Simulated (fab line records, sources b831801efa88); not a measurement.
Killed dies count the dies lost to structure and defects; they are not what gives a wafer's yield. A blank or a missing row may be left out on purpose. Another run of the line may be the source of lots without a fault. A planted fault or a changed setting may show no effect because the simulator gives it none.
Which tool was responsible? / flow gf180mcu / 12 lots (36 wafers sampled), 1 step of a 602-step route

## WHAT THE GAUGES SHOWED, per wafer
GF_M3_THK_MEAS_06: measures by xrf.
lot=L075; measured=day 20 19:01; on=filmMetro-02; M3_ALCU_THK (nm)=443 447 452
lot=L077; measured=day 21 15:13; on=filmMetro-04; M3_ALCU_THK (nm)=439 448 454
lot=L079; measured=day 22 07:34; on=filmMetro-03; M3_ALCU_THK (nm)=457 465 461
lot=L081; measured=day 23 12:28; on=filmMetro-04; M3_ALCU_THK (nm)=447 445 449
lot=L083; measured=day 23 21:46; on=filmMetro-04; M3_ALCU_THK (nm)=441 448 456
lot=L085; measured=day 24 09:38; on=filmMetro-03; M3_ALCU_THK (nm)=459 455 465
lot=L087; measured=day 25 06:28; on=filmMetro-04; M3_ALCU_THK (nm)=458 459 453
lot=L089; measured=day 25 20:45; on=filmMetro-03; M3_ALCU_THK (nm)=448 449 451
lot=L091; measured=day 26 12:43; on=filmMetro-02; M3_ALCU_THK (nm)=447 452 452
lot=L093; measured=day 26 23:47; on=filmMetro-03; M3_ALCU_THK (nm)=460 464 461
lot=L095; measured=day 27 14:40; on=filmMetro-03; M3_ALCU_THK (nm)=454 454 454
lot=L097; measured=day 28 05:26; on=filmMetro-02; M3_ALCU_THK (nm)=445 442 440

## WHICH TOOL RAN EACH LOT (tool, then ch and the chambers of the sampled wafers, then the start)
Record: no process step prior to these readings.

## THE ANSWER, worked out from the rows above alone
Rule: the usual values come from the lots themselves. Put in order of their means at a reading, lots are off if they are a third of the lots or fewer, leave a main group of 4 or more, and stand apart from it by a gap of 3 or more times the standard deviation of the main group's means; of several such gaps the widest counts. The tables above print the reading to a certain number of digits; a main group whose means all agree to those digits is not used. A lot without any number at a reading at which 4 lots or more have one is off too. The other lots that the step has rows for count as sound.
Nothing can be told from this: no lot is off at any reading shown.

## WHAT WAS PUT IN BY THE SIMULATOR
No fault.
